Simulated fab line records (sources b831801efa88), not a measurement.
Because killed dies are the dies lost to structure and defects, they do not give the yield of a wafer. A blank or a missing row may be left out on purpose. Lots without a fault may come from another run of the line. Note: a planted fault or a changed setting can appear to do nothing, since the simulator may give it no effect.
A lot that was struck, set against a sound lot	flow sky130	43 steps out of a route of 708
Sound: wafers L887.1, L887.3, L887.4. Wafers struck: L901.1, L901.2, L901.3. The cause is named last.
Per side, at each step with rows, come the tool, then ch with its chambers, and then its first start. Under that, the readings that differ: sound wafers	struck wafers	difference of the means	sigmas: that difference in standard deviations of wafers without a fault.
alike: a reading whose means differ by less than 2 such deviations, as well as words and numbers matching on both sides. not compared: withheld readings; readings where some wafer has no value; bounds like >300 that might hide an equal value; numbers whose values overlap and for which the record gives no deviation.
Wherever a step has rows on one side only, a row that says differs or no value, or a row with sigmas, the two part there. Numbers that don't overlap but have no deviation are shown without sigmas and don't part them. A reading missing from all wafers of one side parts the sides only when that side holds two or more wafers.

first, 1 step without rows for these wafers: SKY_SONOS_TUNNEL_DEVELOP_06 (develop time 60 s).
SKY_SONOS_TUNNEL_CD_MEAS_07 targets a cd of 410 nm.
  sound on cd_sem-02, day 12 22:17; struck on cd_sem-01, day 16 12:19
  alike: cd_nm
SKY_SONOS_TUNNEL_OVL_MEAS_08:
  sound on overlay-02, day 12 22:24; struck on overlay-02, day 16 12:26
  alike: SONOS_TUNNEL_OVL
then, 3 steps without rows for these wafers: SKY_SONOS_TUNNEL_IMPLANT_09; SKY_SONOS_TUNNEL_WET_ETCH_10 (etches SiO2 in dHF, target depth 14 nm, time 280 s); SKY_SONOS_TUNNEL_STRIP_11 (strips in SPM, time 600 s).
SKY_SONOS_TUNNEL_TW_MEAS_12:
  sound on film_metro-02, day 12 22:51; struck on film_metro-02, day 16 12:53
  alike: SONOS_TUNNEL_TW
then, 2 steps without rows for these wafers: SKY_SONOS_TUNNEL_CLEAN_13 (cleans in dHF, time 20 s); SKY_SONOS_ONO_OXIDATION_00 (stabilise 600 s, purge 300 s, target thk 2.6 nm).
SKY_SONOS_ONO_THK_MEAS_01:
  sound on film_metro-03, day 13 01:01; struck on film_metro-04, day 16 16:49
reading	sound	struck	difference	sigmas
SONOS_ONO_OXIDATION_THK (nm)	2.48 2.57 2.49	2.64 2.61 2.62	+0.11	+2
then, 1 step without rows for these wafers: SKY_SONOS_ONO_CVD_02 (deposits Si3N4 from DCS/NH3, target thk 10.5 nm, time 184.5 s).
SKY_SONOS_ONO_THK_MEAS_03:
  sound on film_metro-04, day 13 02:36; struck on film_metro-01, day 16 17:56
  alike: SONOS_ONO_CVD_02_THK
SKY_SONOS_ONO_CVD_04: deposits SiO2 from SiH4/N2O, target thk 5.7199 nm.
  sound on lpcvd-03 ch 1, day 13 02:40; struck on lpcvd-03 ch 0, day 16 17:59
reading	sound	struck	difference	sigmas
spike_tc_centre_C (C)	899.5 902.3 900.8	911.7 910.5 911.3	+10.3	+7
spike_tc_lower_C (C)	900.0 899.2 900.3	910.3 909.9 910.6	+10.4	+7
spike_tc_top_C (C)	913.6 912.0 912.2	921.5 921.4 920.3	+8.5	+8
spike_tc_upper_C (C)	902.0 903.9 900.7	909.2 910.0 909.7	+7.4	+7
susceptor_temp_C (C)	900.0 900.1 900.3	908.1 908.9 908.5	+8.4	+20
model.SiO2_of_SONOS_ONO_CVD_04.thk_nm (nm)	5.622 5.708 5.737	6.513 6.492 6.448	+0.795	
SKY_SONOS_ONO_THK_MEAS_05:
  sound on film_metro-04, day 13 03:55; struck on film_metro-04, day 16 19:28
reading	sound	struck	difference	sigmas
SONOS_ONO_CVD_04_THK (nm)	5.66 5.72 5.65	6.49 6.50 6.43	+0.80	+8
  not compared: hold
then, 6 steps without rows for these wafers: SKY_SONOS_ONO_HMDS_07 (prime time 60 s); SKY_SONOS_ONO_COAT_08 (resist thk 1140 nm); SKY_SONOS_ONO_SOFTBAKE_09 (time 60 s); SKY_SONOS_ONO_EXPOSE_10 (exposes mask ONOM, target cd 410 nm); SKY_SONOS_ONO_PEB_11; SKY_SONOS_ONO_DEVELOP_12 (develop time 60 s).
SKY_SONOS_ONO_CD_MEAS_13 targets a cd of 410 nm.
  sound on cd_sem-01, day 14 05:27; struck on cd_sem-01, day 17 23:38
  alike: cd_nm
SKY_SONOS_ONO_OVL_MEAS_14:
  sound on overlay-02, day 14 05:34; struck on overlay-02, day 17 23:46
  alike: SONOS_ONO_OVL
SKY_SONOS_ONO_ETCH_15: etches the open film in CHF3/O2, target depth 19.52 nm, time 7.8 s.
  sound on rie_diel-01 ch 0,1,2, day 14 05:36; struck on rie_diel-02 ch 0,2,3, day 17 23:48
  alike: drypump_motor_current_A, oes_product_au, throttle_valve_pct
  not compared: rf_hours_counter_h
then, 1 step without rows for these wafers: SKY_SONOS_ONO_WET_ETCH_16 (etches SiO2 in dHF, target depth 14 nm, time 280 s).
SKY_SONOS_ONO_STRIP_17: strips in O2/N2.
  sound on plasma_asher-02 ch 0,1, day 14 05:43; struck on plasma_asher-01 ch 0,1, day 17 23:54
  alike: drypump_motor_current_A, o2_flow_sccm, oes_product_au, strip_time_to_endpoint_s
  not compared: rf_hours_counter_h
then, 3 steps without rows for these wafers: SKY_SONOS_ONO_WET_ETCH_18 (etches Si3N4 in H3PO4, target depth 15 nm, time 172 s); SKY_GATE_OXIDE_CLEAN_00 (cleans in SC1/SC2, time 150 s); SKY_GATE_OXIDE_OXIDATION_01 (stabilise 600 s, purge 300 s, target thk 10.268 nm).
SKY_GATE_OXIDE_THK_MEAS_02:
  sound on film_metro-03, day 14 07:25; struck on film_metro-04, day 18 01:32
  alike: GATE_OXIDE_OXIDATION_00_THK
then, 7 steps without rows for these wafers: SKY_GATE_OXIDE_DEHYDRATE_03 (time 60 s); SKY_GATE_OXIDE_HMDS_04 (prime time 60 s); SKY_GATE_OXIDE_COAT_05 (resist thk 1117 nm); SKY_GATE_OXIDE_SOFTBAKE_06 (time 60 s); SKY_GATE_OXIDE_EXPOSE_07 (exposes mask LVOM, target cd 600 nm); SKY_GATE_OXIDE_PEB_08; SKY_GATE_OXIDE_DEVELOP_09 (develop time 60 s).
SKY_GATE_OXIDE_OVL_MEAS_10:
  sound on overlay-02, day 15 10:03; struck on overlay-02, day 19 06:59
  alike: GATE_OXIDE_OVL
then, 2 steps without rows for these wafers: SKY_GATE_OXIDE_IMPLANT_11; SKY_GATE_OXIDE_WET_ETCH_12 (etches SiO2 in dHF, target depth 16.8 nm, time 336 s).
SKY_GATE_OXIDE_STRIP_13: strips in O2/N2.
  sound on plasma_asher-03 ch 0,1, day 15 10:20; struck on plasma_asher-03 ch 0,1, day 19 07:16
  alike: drypump_motor_current_A, o2_flow_sccm, oes_product_au, strip_time_to_endpoint_s
  not compared: rf_hours_counter_h
SKY_GATE_OXIDE_TW_MEAS_14:
  sound on film_metro-03, day 15 10:26; struck on film_metro-03, day 19 07:22
  alike: GATE_OXIDE_TW
SKY_GATE_OXIDE_CLEAN_15: cleans in SC1/SC2, time 150 s.
  sound on wet_bench-01 ch 0, day 15 10:30; struck on wet_bench-03 ch 3, day 19 07:30
reading	sound	struck	difference	sigmas
model.SiO2_of_SONOS_ONO_CVD_04.thk_nm (nm)	4.103 4.186 4.219	4.985 4.964 4.925	+0.789	
  alike: bath_guard_temp_C
-- here the record skips 30 days between the struck wafers' starts before and after, leaving off in module GATE_OXIDE and picking up in module PAD_OPEN (first step shown: number 708 of the route) --
SKY_PAD_OPEN_PROBE_99:
  sound on prober-02, day 46 20:03; struck on prober-01, day 49 10:53
reading	sound	struck	difference	sigmas
killed_at_other	0 0 0	1 1 1	+1	+2
model.etest.sonos_erased.drive_ua_um	206.6 173.6 183.6	121.9 108 114.2	-73.2	
model.etest.sonos_programmed.off_log10_a_um	-13.9 -14.01 -13.97	-12.27 -12.52 -12.88	+1.40	
model.etest.cap_ono.gate_log10_a_cm2	-7.874 -8.144 -8.105	-9.238 -9.199 -9.155	-1.156	
model.etest.cap_ono.gate_bv_v (V)	16.52 16.72 16.72	17.64 17.74 16.77	+0.73	
model.etest.cap_ono.tox_acc_nm (nm)	12.88 13.03 13.01	13.89 13.84 13.79	+0.87	
model.etest.sonos_programmed.vt_v (V)	1.477 1.348 1.396	0.8927 0.88 0.9427	-0.5019	
model.etest.sonos_erased.vt_v (V)	-2.313 -2.212 -2.239	-1.722 -1.705 -1.745	+0.531	
  alike: killed_at_M0_to_M3, killed_at_M4_up, killed_at_contacts, killed_at_front_end, killed_dies, killed_open, killed_short
  not compared: model.etest.sonos_uncharged.r_on_ohm_um

== WHERE THEY PART ==
At SKY_SONOS_ONO_THK_MEAS_01 first; at SKY_PAD_OPEN_PROBE_99 last (within this record only).

WHY: the cause the simulator had injected
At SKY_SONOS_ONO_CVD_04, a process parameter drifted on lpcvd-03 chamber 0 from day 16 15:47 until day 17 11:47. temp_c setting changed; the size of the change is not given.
